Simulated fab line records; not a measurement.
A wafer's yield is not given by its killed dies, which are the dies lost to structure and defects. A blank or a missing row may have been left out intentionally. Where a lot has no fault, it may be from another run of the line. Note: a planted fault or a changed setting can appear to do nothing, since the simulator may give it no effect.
What tool caused it? | flow sky130 | 6 lots with 18 wafers sampled at 2 steps, on a route of 708 steps

WHAT THE GAUGES READ, wafer by wafer
SKY_GATE_OXIDE_OVL_MEAS_10.
lot  | measured     | on         | GATE_OXIDE_OVL (nm)
L290 | day 14 08:10 | overlay-02 | 0.1 0.6 -1.1
L292 | day 14 20:01 | overlay-01 | -0.5 1.0 -2.0
L295 | day 16 21:04 | overlay-02 | -0.5 0.1 -0.8
L299 | day 18 00:17 | overlay-02 | -1.0 1.1 0.1
L304 | day 20 17:45 | overlay-01 | -0.4 -1.7 -0.2
L309 | day 21 23:16 | overlay-02 | 0.0 0.8 0.8

TOOL THAT RAN EACH LOT (tool first, then ch and the chambers of the sampled wafers, then the start)
lot  | SKY_SONOS_ONO_ETCH_15
L290 | rie diel-04 ch 0,2, day 13 04:46
L292 | rie diel-03 ch 0,2,3, day 13 16:13
L295 | rie diel-02 ch 1,2,3, day 15 14:55
L299 | rie diel-04 ch 0,3, day 16 16:22
L304 | rie diel-02 ch 0,1,2, day 19 07:19
L309 | rie diel-02 ch 1,3, day 20 15:31
- SKY_SONOS_ONO_ETCH_15: etches the open film in CHF3/O2, target depth 19.52 nm, time 7.8 s.

THE ANSWER, worked out from the rows above alone
Rule: the usual values come from the lots themselves. Put in order of their means at a reading, lots are off if they are a third of the lots or fewer, leave a main group of 4 or more, and stand apart from it by a gap of 3 or more times the standard deviation of the main group's means; of several such gaps the widest counts. If all means in a main group match to the digits the tables above print for the reading, that group is not used. Also off: a lot with no number at a reading for which 4 or more lots have one. Any other lot the step has rows for is counted as sound.
No lot is off on any of the readings shown, so nothing can be concluded from this.

WHAT HAD BEEN PUT IN BY THE SIMULATOR
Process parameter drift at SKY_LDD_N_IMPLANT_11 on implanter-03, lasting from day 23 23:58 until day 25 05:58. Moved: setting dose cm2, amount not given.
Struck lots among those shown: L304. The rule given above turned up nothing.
